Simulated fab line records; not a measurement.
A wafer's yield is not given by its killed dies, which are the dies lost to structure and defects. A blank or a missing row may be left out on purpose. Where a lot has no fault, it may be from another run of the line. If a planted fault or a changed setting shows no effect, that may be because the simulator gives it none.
fab line records | flow sky130 | part 1 of 2: steps 1 to 28 of 41
record lots=5 | wafers=15 | lastDay=50
route steps=708 shown CAP2M@607 METAL4@621 VIA4@639
lots untouched by any fault: they come from a run of this same line in which no faults occurred
startH: hours from the record's first day to the start of the lot's first wafer shown | waitH: hours elapsed since this lot's preceding step | " as in the row above | L1.1+2: several wafers, shown together as one row | - value missing, or start not given | * or withheld: withheld | < > ~ a bound
route shown NAME@n: names a module that has steps shown in the file, with the first one's number in the route | usual: the fault-free wafers' mean and standard deviation | same: alike in all rows | chamber/n: place in a boat | sites: readings site by site | _std_site: the standard deviation of these | _edge_site: the outer-site mean with the inner-site mean subtracted | radiusMm: for every site, how far away it sits from the centre of the wafer | mask NAME#n: copy n | behind: the last tool/chamber to shape the wafer | hold: what put the lot on hold/how long, in hours/how the hold closed | device: which transistor (n, p or np) failed to switch | end of line: the same wafers' tests at the end of the route | a step given without rows: its recipe and nothing more | killed: count of dies lost to structure and defects at first sort (not the wafer's yield) | map: the dies of a wafer, with x for killed, . for not killed, _ for no die there
set.NAME: setting as actually run; set.NAME@STEP: the setting as run at that earlier step | model.NAME: the simulator's own value behind a step, which no gauge read
lots at some steps of the route; a table a step, a row a wafer
services: from which hour (startH, from the record's first day; less than 0 if before it) a tool's chamber was out of use, for how many hours, and why
## steps
# step SKY_CAP2M_THK_MEAS_04
# recipe thkMeasGauge=xrf | reads=TiN_of_CAP2M_SPUTTER_02
# usual CAP2M_TIN_THK=201.9/2.5
lot.wafer | tool         | chamber | startH  | waitH | CAP2M_TIN_THK[nm]
L076.2    | filmMetro-03 | -       | 952.01  | 0.1   | 202.8
L076.5    | "            | -       | "       | "     | 202.9
L076.6    | "            | -       | "       | "     | 202.6
L085.3    | filmMetro-03 | -       | 1009.47 | 0.1   | 202.5
L085.4    | "            | -       | "       | "     | 202.3
L085.6    | "            | -       | "       | "     | 201.4
L090.2    | filmMetro-02 | -       | 1044.46 | 0.1   | 199.0
L090.4    | "            | -       | "       | "     | 196.9
L090.5    | "            | -       | "       | "     | 196.4
L092.3    | filmMetro-01 | -       | 1056.61 | 0.1   | 202.0
L092.4    | "            | -       | "       | "     | 201.0
L092.5    | "            | -       | "       | "     | 205.1
L095.2    | filmMetro-02 | -       | 1071.87 | 0.1   | 204.3
L095.3    | "            | -       | "       | "     | 205.4
L095.6    | "            | -       | "       | "     | 204.8
# step SKY_CAP2M_DEHYDRATE_05
# recipe tempC=200 | timeS=60
lot.wafer  | tool          | chamber | startH  | waitH
L076.2+5+6 | lithoTrack-02 | 0       | 963.86  | 11.8
L085.3+4+6 | lithoTrack-03 | 0       | 1020.11 | 10.6
L090.2+4+5 | lithoTrack-02 | 0       | 1054.16 | 9.7
L092.3+4+5 | lithoTrack-02 | 0       | 1066.34 | 9.7
L095.2+3+6 | lithoTrack-02 | 0       | 1082.31 | 10.4
# step SKY_CAP2M_HMDS_06
# recipe primeTimeS=60 | primeTempC=120
lot.wafer  | tool          | chamber | startH  | waitH
L076.2+5+6 | lithoTrack-02 | 0       | 964.01  | 0.1
L085.3+4+6 | lithoTrack-03 | 0       | 1020.26 | 0.1
L090.2+4+5 | lithoTrack-02 | 0       | 1054.31 | 0.1
L092.3+4+5 | lithoTrack-02 | 0       | 1066.49 | 0.1
L095.2+3+6 | lithoTrack-02 | 0       | 1082.46 | 0.1
# step SKY_CAP2M_COAT_07
# recipe resist=NOVOLAK | spinRpm=3000 | resistThkNm=1140
lot.wafer  | tool          | chamber | startH  | waitH
L076.2+5+6 | lithoTrack-02 | 0       | 964.16  | 0.1
L085.3+4+6 | lithoTrack-03 | 0       | 1020.41 | 0.1
L090.2+4+5 | lithoTrack-02 | 0       | 1054.46 | 0.1
L092.3+4+5 | lithoTrack-02 | 0       | 1066.64 | 0.1
L095.2+3+6 | lithoTrack-02 | 0       | 1082.61 | 0.1
# step SKY_CAP2M_SOFTBAKE_08
# recipe tempC=90 | timeS=60 | resist=NOVOLAK
lot.wafer  | tool          | chamber | startH  | waitH
L076.2+5+6 | lithoTrack-02 | 0       | 964.31  | 0.1
L085.3+4+6 | lithoTrack-03 | 0       | 1020.56 | 0.1
L090.2+4+5 | lithoTrack-02 | 0       | 1054.61 | 0.1
L092.3+4+5 | lithoTrack-02 | 0       | 1066.79 | 0.1
L095.2+3+6 | lithoTrack-02 | 0       | 1082.76 | 0.1
# step SKY_CAP2M_EXPOSE_09
# recipe maskId=CAP2M | na=0.6 | sourceShape=conventional | sigmaOuter=0.6 | polarization=unpolarized | targetCdNm=1000 | doseMj=159
lot.wafer  | tool            | chamber | startH | waitH | mask
L076.2+5+6 | ilineStepper-01 | 0       | -      | -     | CAP2M#0
L085.3+4+6 | ilineStepper-01 | 0       | -      | -     | CAP2M#0
L090.2+4+5 | ilineStepper-02 | 0       | -      | -     | CAP2M#0
L092.3+4+5 | ilineStepper-02 | 0       | -      | -     | CAP2M#0
L095.2+3+6 | ilineStepper-02 | 0       | -      | -     | CAP2M#0
# step SKY_CAP2M_PEB_10
# recipe tempC=withheld | timeS=* | resist=NOVOLAK
lot.wafer  | tool          | chamber | startH | waitH
L076.2+5+6 | lithoTrack-02 | 0       | -      | -
L085.3+4+6 | lithoTrack-01 | 0       | -      | -
L090.2+4+5 | lithoTrack-01 | 0       | -      | -
L092.3+4+5 | lithoTrack-02 | 0       | -      | -
L095.2+3+6 | lithoTrack-01 | 0       | -      | -
# step SKY_CAP2M_DEVELOP_11
# recipe resist=NOVOLAK | developer=TMAH | developTimeS=60 | devTempC=23
lot.wafer  | tool          | chamber | startH  | waitH
L076.2+5+6 | lithoTrack-02 | 0       | 975.41  | 0.1
L085.3+4+6 | lithoTrack-01 | 0       | 1031.98 | 0.1
L090.2+4+5 | lithoTrack-01 | 0       | 1065.06 | 0.1
L092.3+4+5 | lithoTrack-02 | 0       | 1077.34 | 0.1
L095.2+3+6 | lithoTrack-01 | 0       | 1093.01 | 0.1
# step SKY_CAP2M_OVL_MEAS_12
# usual CAP2M_OVL=0.8/1.5
lot.wafer | tool       | chamber | startH  | waitH | CAP2M_OVL[nm]
L076.2    | overlay-01 | -       | 975.54  | 0.1   | 2.3
L076.5    | "          | -       | "       | "     | 1.3
L076.6    | "          | -       | "       | "     | 2.9
L085.3    | overlay-02 | -       | 1032.09 | 0.1   | -1.2
L085.4    | "          | -       | "       | "     | -1.0
L085.6    | "          | -       | "       | "     | -0.2
L090.2    | overlay-01 | -       | 1065.19 | 0.1   | 0.4
L090.4    | "          | -       | "       | "     | -0.4
L090.5    | "          | -       | "       | "     | -0.5
L092.3    | overlay-02 | -       | 1077.45 | 0.1   | 1.1
L092.4    | "          | -       | "       | "     | 0.3
L092.5    | "          | -       | "       | "     | 0.1
L095.2    | overlay-01 | -       | 1093.14 | 0.1   | -0.1
L095.3    | "          | -       | "       | "     | -0.2
L095.6    | "          | -       | "       | "     | 0.1
# step SKY_CAP2M_METAL_ETCH_13
# recipe targetDepthNm=220 | stopOn=SiO2 | chemistry=Cl2/BCl3 | target=TiN | pressureMtorr=10 | icpW=900 | biasW=48.5 | Cl2_flow_sccm=60 | bcl3FlowSccm=30 | timeS=62.9
# usual chamberPressureMTorr=10.000/0.0091 | drypumpMotorCurrentA=6.0/0.46 | oesProductAu=0.942/0.0072 | throttleValvePct=21.900/0.01
lot.wafer | tool        | chamber | startH  | waitH | chamberPressureMTorr | drypumpMotorCurrentA | oesProductAu | rfHoursCounterH | throttleValvePct
L076.2    | rieMetal-03 | 0       | 975.57  | 0.0   | 10.001               | 5.0                  | 0.941        | 15              | 21.908
L076.5    | "           | 1       | "       | "     | 9.999                | 5.9                  | 0.940        | -               | 21.896
L076.6    | "           | 0       | "       | "     | 9.996                | 5.0                  | 0.942        | -               | 21.903
L085.3    | rieMetal-01 | 1       | 1032.14 | 0.0   | 10.011               | 5.9                  | 0.948        | -               | 21.898
L085.4    | "           | 0       | "       | "     | 9.991                | 6.3                  | 0.952        | -               | 21.894
L085.6    | "           | 0       | "       | "     | 9.985                | 6.3                  | 0.950        | -               | 21.904
L090.2    | rieMetal-03 | 0       | 1065.22 | 0.0   | 9.999                | 5.0                  | 0.929        | 21              | 21.893
L090.4    | "           | 1       | "       | "     | 9.998                | 5.8                  | 0.932        | -               | 21.909
L090.5    | "           | 1       | "       | "     | 9.999                | 5.8                  | 0.932        | -               | 21.935
L092.3    | rieMetal-02 | 1       | 1077.50 | 0.0   | 9.997                | 6.3                  | 0.935        | -               | 21.901
L092.4    | "           | 0       | "       | "     | 10.013               | 6.2                  | 0.944        | -               | 21.906
L092.5    | "           | 1       | "       | "     | 10.012               | 6.3                  | 0.957        | -               | 21.899
L095.2    | rieMetal-01 | 1       | 1093.17 | 0.0   | 9.986                | 5.9                  | 0.955        | 5               | 21.886
L095.3    | "           | 1       | "       | "     | 9.999                | 5.9                  | 0.942        | -               | 21.900
L095.6    | "           | 1       | "       | "     | 10.001               | 5.9                  | 0.957        | -               | 21.888
# step SKY_CAP2M_STRIP_14
# recipe chemistry=O2/N2 | powerW=1400 | pressureMtorr=1500 | platenTempC=withheld | o2FlowSccm=3000 | n2FlowSccm=300 | overashFraction=0.5
# usual chamberPressureMTorr=1500.3/1.3 | drypumpMotorCurrentA=5.50/0.23 | n2FlowSccm=300.1/0.9 | oesProductAu=0.710/0.0048 | stripTimeToEndpointS=12.65/0.034
lot.wafer | tool           | chamber | startH  | waitH | chamberPressureMTorr | drypumpMotorCurrentA | n2FlowSccm | oesProductAu | rfHoursCounterH | stripTimeToEndpointS
L076.2    | plasmaAsher-03 | 0       | 975.65  | 0.1   | 1499.6               | 5.35                 | 300.8      | 0.716        | 54              | 12.67
L076.5    | "              | 1       | "       | "     | 1501.0               | 5.57                 | 299.0      | 0.717        | -               | 12.67
L076.6    | "              | 0       | "       | "     | 1500.5               | 5.36                 | 300.4      | 0.714        | -               | 12.63
L085.3    | plasmaAsher-03 | 0       | 1032.23 | 0.1   | 1500.8               | 5.36                 | 300.0      | 0.703        | -               | 12.66
L085.4    | "              | 1       | "       | "     | 1500.8               | 5.56                 | 299.9      | 0.705        | -               | 12.67
L085.6    | "              | 1       | "       | "     | 1502.1               | 5.58                 | 298.6      | 0.709        | -               | 12.66
L090.2    | plasmaAsher-02 | 1       | 1065.30 | 0.1   | 1497.6               | 5.38                 | 301.9      | 0.716        | 33              | 12.70
L090.4    | "              | 0       | "       | "     | 1500.2               | 5.34                 | 300.9      | 0.706        | -               | 12.70
L090.5    | "              | 0       | "       | "     | 1500.0               | 5.29                 | 300.1      | 0.710        | -               | 12.69
L092.3    | plasmaAsher-03 | 0       | 1077.59 | 0.1   | 1500.8               | 5.37                 | 300.3      | 0.705        | -               | 12.67
L092.4    | "              | 1       | "       | "     | 1499.4               | 5.57                 | 300.5      | 0.708        | -               | 12.64
L092.5    | "              | 0       | "       | "     | 1502.1               | 5.35                 | 300.8      | 0.706        | -               | 12.63
L095.2    | plasmaAsher-03 | 0       | 1093.25 | 0.1   | 1499.9               | 5.35                 | 299.4      | 0.720        | 66              | 12.65
L095.3    | "              | 1       | "       | "     | 1498.4               | 5.57                 | 298.9      | 0.711        | -               | 12.67
L095.6    | "              | 1       | "       | "     | 1503.3               | 5.57                 | 298.9      | 0.717        | -               | 12.66
# step SKY_CAP2M_STRIP_15
# recipe chemistry=postEtchResidueRemover | timeS=1200 | tempC=72.5
# usual bathGuardTempC=72.4/0.63
lot.wafer | tool        | chamber | startH  | waitH | bathGuardTempC
L076.2    | wetBench-04 | 0       | 975.75  | 0.1   | 72.2
L076.5    | "           | 0       | "       | "     | 72.7
L076.6    | "           | 0       | "       | "     | 72.0
L085.3    | wetBench-04 | 2       | 1032.30 | 0.0   | 72.0
L085.4    | "           | 2       | "       | "     | 72.1
L085.6    | "           | 2       | "       | "     | 72.3
L090.2    | wetBench-03 | 1       | 1065.40 | 0.1   | 72.1
L090.4    | "           | 1       | "       | "     | 72.0
L090.5    | "           | 1       | "       | "     | 72.5
L092.3    | wetBench-04 | 3       | 1077.65 | 0.0   | 72.5
L092.4    | "           | 3       | "       | "     | 72.4
L092.5    | "           | 3       | "       | "     | 72.7
L095.2    | wetBench-03 | 3       | 1093.35 | 0.1   | 72.9
L095.3    | "           | 3       | "       | "     | 73.0
L095.6    | "           | 3       | "       | "     | 73.2
# step SKY_CAP2M_CLEAN_16
# recipe chemistry=IPA | timeS=180 | tempC=25
lot.wafer  | tool        | chamber | startH  | waitH
L076.2+5+6 | wetBench-04 | 0       | 976.09  | 0.0
L085.3+4+6 | wetBench-01 | 3       | 1032.64 | 0.0
L090.2+4+5 | wetBench-01 | 0       | 1065.74 | 0.0
L092.3+4+5 | wetBench-01 | 2       | 1077.99 | 0.0
L095.2+3+6 | wetBench-04 | 3       | 1093.69 | 0.0
# step SKY_CAP2M_CLEAN_17
# recipe chemistry=O3/DIW | dry=n2Spin
lot.wafer  | tool        | chamber | startH  | waitH
L076.2+5+6 | wetBench-03 | 1       | 976.15  | 0.0
L085.3+4+6 | wetBench-03 | 0       | 1032.70 | 0.0
L090.2+4+5 | wetBench-03 | 3       | 1065.80 | 0.0
L092.3+4+5 | wetBench-03 | 3       | 1078.05 | 0.0
L095.2+3+6 | wetBench-01 | 2       | 1093.75 | 0.0
# step SKY_METAL4_DEHYDRATE_05
# recipe tempC=200 | timeS=60
lot.wafer  | tool          | chamber | startH  | waitH
L076.2+5+6 | lithoTrack-02 | 0       | 987.36  | 11.1
L085.3+4+6 | lithoTrack-01 | 0       | 1042.83 | 10.0
L090.2+4+5 | lithoTrack-04 | 0       | 1075.15 | 9.3
L092.3+4+5 | lithoTrack-01 | 0       | 1087.98 | 9.8
L095.2+3+6 | lithoTrack-04 | 0       | 1103.75 | 9.9
# step SKY_METAL4_HMDS_06
# recipe primeTimeS=60 | primeTempC=120
lot.wafer  | tool          | chamber | startH  | waitH
L076.2+5+6 | lithoTrack-02 | 0       | 987.51  | 0.1
L085.3+4+6 | lithoTrack-01 | 0       | 1042.98 | 0.1
L090.2+4+5 | lithoTrack-04 | 0       | 1075.30 | 0.1
L092.3+4+5 | lithoTrack-01 | 0       | 1088.13 | 0.1
L095.2+3+6 | lithoTrack-04 | 0       | 1103.90 | 0.1
# step SKY_METAL4_COAT_07
# recipe resist=BARC | tempC=withheld | timeS=withheld | spinRpm=3000 | resistThkNm=60
lot.wafer  | tool          | chamber | startH  | waitH
L076.2+5+6 | lithoTrack-02 | 0       | 987.66  | 0.1
L085.3+4+6 | lithoTrack-01 | 0       | 1043.13 | 0.1
L090.2+4+5 | lithoTrack-04 | 0       | 1075.45 | 0.1
L092.3+4+5 | lithoTrack-01 | 0       | 1088.28 | 0.1
L095.2+3+6 | lithoTrack-04 | 0       | 1104.05 | 0.1
# step SKY_METAL4_COAT_08
# recipe resist=KrF-thick | spinRpm=3000 | resistThkNm=1140
lot.wafer  | tool          | chamber | startH | waitH
L076.2+5+6 | lithoTrack-02 | 0       | -      | -
L085.3+4+6 | lithoTrack-01 | 0       | -      | -
L090.2+4+5 | lithoTrack-04 | 0       | -      | -
L092.3+4+5 | lithoTrack-01 | 0       | -      | -
L095.2+3+6 | lithoTrack-04 | 0       | -      | -
# step SKY_METAL4_SOFTBAKE_09
# recipe tempC=100 | timeS=90 | resist=KrF-thick
lot.wafer  | tool          | chamber | startH | waitH
L076.2+5+6 | lithoTrack-02 | 0       | -      | -
L085.3+4+6 | lithoTrack-01 | 0       | -      | -
L090.2+4+5 | lithoTrack-04 | 0       | -      | -
L092.3+4+5 | lithoTrack-01 | 0       | -      | -
L095.2+3+6 | lithoTrack-04 | 0       | -      | -
# step SKY_METAL4_EXPOSE_10
# recipe maskId=MM4 | na=0.68 | sourceShape=annular | sigmaInner=0.4 | sigmaOuter=0.8 | targetCdNm=300 | doseMj=28
lot.wafer  | tool          | chamber | startH | waitH | mask
L076.2+5+6 | krfScanner-02 | 0       | -      | -     | MM4#0
L085.3+4+6 | krfScanner-01 | 0       | -      | -     | MM4#0
L090.2+4+5 | krfScanner-02 | 0       | -      | -     | MM4#0
L092.3+4+5 | krfScanner-02 | 0       | -      | -     | MM4#0
L095.2+3+6 | krfScanner-02 | 0       | -      | -     | MM4#0
# step SKY_METAL4_PEB_11
# recipe pebTempC=withheld | pebTimeS=withheld | resist=KrF-thick
lot.wafer  | tool          | chamber | startH | waitH
L076.2+5+6 | lithoTrack-02 | 0       | -      | -
L085.3+4+6 | lithoTrack-04 | 0       | -      | -
L090.2+4+5 | lithoTrack-01 | 0       | -      | -
L092.3+4+5 | lithoTrack-01 | 0       | -      | -
L095.2+3+6 | lithoTrack-02 | 0       | -      | -
# step SKY_METAL4_DEVELOP_12
# recipe developTimeS=60 | resist=KrF-thick | devTempC=21
lot.wafer  | tool          | chamber | startH | waitH
L076.2+5+6 | lithoTrack-02 | 0       | -      | -
L085.3+4+6 | lithoTrack-04 | 0       | -      | -
L090.2+4+5 | lithoTrack-01 | 0       | -      | -
L092.3+4+5 | lithoTrack-01 | 0       | -      | -
L095.2+3+6 | lithoTrack-02 | 0       | -      | -
# step SKY_METAL4_CD_MEAS_13
# recipe targetCdNm=300
# usual cdNm=299.9/1.2
lot.wafer | tool     | chamber | startH  | waitH | cdNm
L076.2    | cdSem-02 | -       | 999.81  | -     | 300.0
L076.5    | "        | -       | "       | "     | 298.4
L076.6    | "        | -       | "       | "     | 298.4
L085.3    | cdSem-01 | -       | 1054.06 | -     | 300.4
L085.4    | "        | -       | "       | "     | 299.7
L085.6    | "        | -       | "       | "     | 300.5
L090.2    | cdSem-02 | -       | 1086.45 | -     | 299.5
L090.4    | "        | -       | "       | "     | 299.2
L090.5    | "        | -       | "       | "     | 300.1
L092.3    | cdSem-02 | -       | 1098.92 | -     | 301.1
L092.4    | "        | -       | "       | "     | 299.6
L092.5    | "        | -       | "       | "     | 299.2
L095.2    | cdSem-02 | -       | 1113.71 | -     | 302.2
L095.3    | "        | -       | "       | "     | 300.3
L095.6    | "        | -       | "       | "     | 300.2
# step SKY_METAL4_OVL_MEAS_14
# usual METAL4_OVL=-3/5.6
lot.wafer | tool       | chamber | startH  | waitH | METAL4_OVL[nm]
L076.2    | overlay-02 | -       | 999.91  | 0.1   | 2
L076.5    | "          | -       | "       | "     | -5
L076.6    | "          | -       | "       | "     | -5
L085.3    | overlay-02 | -       | 1054.16 | 0.1   | -14
L085.4    | "          | -       | "       | "     | -12
L085.6    | "          | -       | "       | "     | -7
L090.2    | overlay-02 | -       | 1086.56 | 0.1   | 1
L090.4    | "          | -       | "       | "     | 4
L090.5    | "          | -       | "       | "     | 5
L092.3    | overlay-02 | -       | 1099.01 | 0.1   | 10
L092.4    | "          | -       | "       | "     | 7
L092.5    | "          | -       | "       | "     | 3
L095.2    | overlay-02 | -       | 1113.81 | 0.1   | -4
L095.3    | "          | -       | "       | "     | -2
L095.6    | "          | -       | "       | "     | -1
# step SKY_METAL4_DESCUM_15
# recipe chemistry=O2 | sourcePowerW=150 | biasPowerW=0 | pressureMtorr=10 | tempC=40 | timeS=8
# usual chamberPressureMTorr=10.000/0.0089 | drypumpMotorCurrentA=5.7/0.5 | oesProductAu=1.000/0.0069
lot.wafer | tool        | chamber | startH  | waitH | chamberPressureMTorr | drypumpMotorCurrentA | oesProductAu | rfHoursCounterH
L076.2    | rieMetal-02 | 1       | 999.94  | 0.0   | 10.003               | 6.3                  | 1.005        | 2
L076.5    | "           | 0       | "       | "     | 10.003               | 6.2                  | 1.011        | -
L076.6    | "           | 1       | "       | "     | 9.999                | 6.3                  | 1.011        | -
L085.3    | rieMetal-03 | 0       | 1054.19 | 0.0   | 9.999                | 5.0                  | 1.011        | -
L085.4    | "           | 1       | "       | "     | 10.002               | 5.9                  | 1.003        | -
L085.6    | "           | 1       | "       | "     | 9.991                | 5.9                  | 1.003        | -
L090.2    | rieMetal-04 | 0       | 1086.59 | 0.0   | 10.003               | 6.2                  | 1.000        | 20
L090.4    | "           | 1       | "       | "     | 9.998                | 5.2                  | 1.013        | -
L090.5    | "           | 0       | "       | "     | 9.999                | 6.2                  | 0.996        | -
L092.3    | rieMetal-04 | 1       | 1099.05 | 0.0   | 10.007               | 5.2                  | 0.989        | -
L092.4    | "           | 0       | "       | "     | 10.004               | 6.2                  | 1.004        | -
L092.5    | "           | 0       | "       | "     | 9.999                | 6.2                  | 0.989        | -
L095.2    | rieMetal-02 | 0       | 1113.84 | 0.0   | 10.002               | 6.2                  | 1.002        | 25
L095.3    | "           | 0       | "       | "     | 10.000               | 6.2                  | 1.010        | -
L095.6    | "           | 1       | "       | "     | 9.996                | 6.3                  | 1.013        | -
# step SKY_METAL4_ETCH_16
# recipe chemistry=N2/H2 | target=BARC | ionEnergyEv=200 | biasW=100 | pressureMtorr=30 | n2FlowSccm=100 | h2FlowSccm=200 | icpW=500 | stopOn=SiO2 | timeS=88.2 | targetDepthA=600
# usual chamberPressureMTorr=30.001/0.028 | drypumpMotorCurrentA=5.7/0.5 | n2FlowSccm=100.02/0.29 | oesProductAu=0.625/0.0042 | throttleValvePct=13.204/0.0083
lot.wafer | tool        | chamber | startH  | waitH | chamberPressureMTorr | drypumpMotorCurrentA | n2FlowSccm | oesProductAu | rfHoursCounterH | throttleValvePct
L076.2    | rieMetal-02 | 1       | 999.98  | 0.0   | 29.983               | 6.3                  | 99.96      | 0.630        | 2               | 13.203
L076.5    | "           | 0       | "       | "     | 29.982               | 6.2                  | 99.92      | 0.627        | -               | 13.201
L076.6    | "           | 1       | "       | "     | 30.034               | 6.3                  | 99.79      | 0.621        | -               | 13.204
L085.3    | rieMetal-03 | 0       | 1054.25 | 0.0   | 30.006               | 5.0                  | 100.06     | 0.631        | -               | 13.191
L085.4    | "           | 1       | "       | "     | 30.042               | 5.9                  | 99.50      | 0.624        | -               | 13.194
L085.6    | "           | 1       | "       | "     | 30.025               | 5.9                  | 100.06     | 0.625        | -               | 13.189
L090.2    | rieMetal-04 | 0       | 1086.62 | 0.0   | 30.016               | 6.2                  | 100.17     | 0.625        | 20              | 13.207
L090.4    | "           | 1       | "       | "     | 29.998               | 5.2                  | 100.17     | 0.622        | -               | 13.188
L090.5    | "           | 0       | "       | "     | 29.983               | 6.2                  | 101.25     | 0.622        | -               | 13.192
L092.3    | rieMetal-04 | 1       | 1099.10 | 0.0   | 30.021               | 5.2                  | 100.09     | 0.631        | -               | 13.193
L092.4    | "           | 0       | "       | "     | 29.996               | 6.2                  | 100.15     | 0.625        | -               | 13.209
L092.5    | "           | 0       | "       | "     | 30.023               | 6.2                  | 100.13     | 0.625        | -               | 13.211
L095.2    | rieMetal-02 | 0       | 1113.88 | 0.0   | 29.955               | 6.2                  | 99.72      | 0.635        | 25              | 13.204
L095.3    | "           | 0       | "       | "     | 29.933               | 6.2                  | 99.88      | 0.635        | -               | 13.197
L095.6    | "           | 1       | "       | "     | 29.952               | 6.3                  | 100.28     | 0.638        | -               | 13.188
# step SKY_METAL4_ETCH_17
# recipe target=SiO2 | stopOn=TiN | chemistry=C4F8/O2/Ar | sourceW=1500 | biasW=1200 | pressureMtorr=40 | c4f8FlowSccm=withheld | O2_flow_sccm=6 | Ar_flow_sccm=300 | timeS=3.9 | targetDepthA=150
# usual chamberPressureMTorr=40.00/0.035 | oesProductAu=0.754/0.0073
lot.wafer | tool       | chamber | startH  | waitH | chamberPressureMTorr | oesProductAu | rfHoursCounterH
L076.2    | rieDiel-04 | 2       | 1000.07 | 0.1   | 39.95                | 0.742        | 18
L076.5    | "          | 1       | "       | "     | 39.94                | 0.743        | -
L076.6    | "          | 2       | "       | "     | 40.02                | 0.754        | -
L085.3    | rieDiel-03 | 1       | 1054.31 | 0.0   | 39.97                | 0.766        | 14
L085.4    | "          | 0       | "       | "     | 39.97                | 0.759        | 24
L085.6    | "          | 0       | "       | "     | 40.06                | 0.751        | -
L090.2    | rieDiel-02 | 0       | 1086.72 | 0.1   | 40.03                | 0.754        | 18
L090.4    | "          | 1       | "       | "     | 40.06                | 0.749        | 5
L090.5    | "          | 0       | "       | "     | 39.94                | 0.749        | -
L092.3    | rieDiel-04 | 2       | 1099.17 | 0.0   | 40.04                | 0.742        | 21
L092.4    | "          | 3       | "       | "     | 40.00                | 0.748        | 8
L092.5    | "          | 0       | "       | "     | 40.06                | 0.753        | -
L095.2    | rieDiel-04 | 1       | 1113.98 | 0.1   | 40.00                | 0.751        | 24
L095.3    | "          | 0       | "       | "     | 39.95                | 0.749        | 23
L095.6    | "          | 1       | "       | "     | 40.01                | 0.757        | -
# step SKY_METAL4_METAL_ETCH_18
# recipe targetDepthA=8450 | stopOn=SiO2 | overEtchFrac=0.3 | timeS=183.1 | chemistry=Cl2/BCl3 | resistSidewallDeg=88 | pressureMtorr=10 | icpW=900 | biasW=48.5 | Cl2_flow_sccm=60 | bcl3FlowSccm=30
# usual chamberPressureMTorr=10.001/0.0085 | drypumpMotorCurrentA=5.8/0.5 | oesProductAu=0.865/0.0067 | throttleValvePct=22.266/0.0081
lot.wafer | tool        | chamber | startH  | waitH | chamberPressureMTorr | drypumpMotorCurrentA | oesProductAu | rfHoursCounterH | throttleValvePct
L076.2    | rieMetal-03 | 0       | 1000.09 | 0.0   | 10.004               | 5.0                  | 0.867        | 16              | 22.259
L076.5    | "           | 0       | "       | "     | 10.000               | 5.0                  | 0.865        | -               | 22.263
L076.6    | "           | 1       | "       | "     | 9.998                | 5.8                  | 0.867        | -               | 22.278
L085.3    | rieMetal-04 | 0       | 1054.39 | 0.1   | 9.999                | 6.2                  | 0.857        | -               | 22.260
L085.4    | "           | 1       | "       | "     | 9.992                | 5.2                  | 0.862        | -               | 22.261
L085.6    | "           | 0       | "       | "     | 10.000               | 6.2                  | 0.872        | -               | 22.262
L090.2    | rieMetal-03 | 0       | 1086.74 | 0.0   | 10.000               | 5.0                  | 0.862        | 22              | 22.275
L090.4    | "           | 0       | "       | "     | 9.986                | 5.0                  | 0.863        | -               | 22.263
L090.5    | "           | 1       | "       | "     | 10.003               | 5.8                  | 0.868        | -               | 22.268
L092.3    | rieMetal-03 | 1       | 1099.25 | 0.1   | 10.006               | 5.9                  | 0.867        | -               | 22.277
L092.4    | "           | 0       | "       | "     | 10.001               | 5.0                  | 0.867        | -               | 22.273
L092.5    | "           | 0       | "       | "     | 9.996                | 5.0                  | 0.876        | -               | 22.261
L095.2    | rieMetal-04 | 1       | 1113.99 | 0.0   | 10.000               | 5.2                  | 0.869        | 14              | 22.261
L095.3    | "           | 1       | "       | "     | 9.993                | 5.2                  | 0.851        | -               | 22.262
L095.6    | "           | 0       | "       | "     | 10.005               | 6.1                  | 0.861        | -               | 22.268
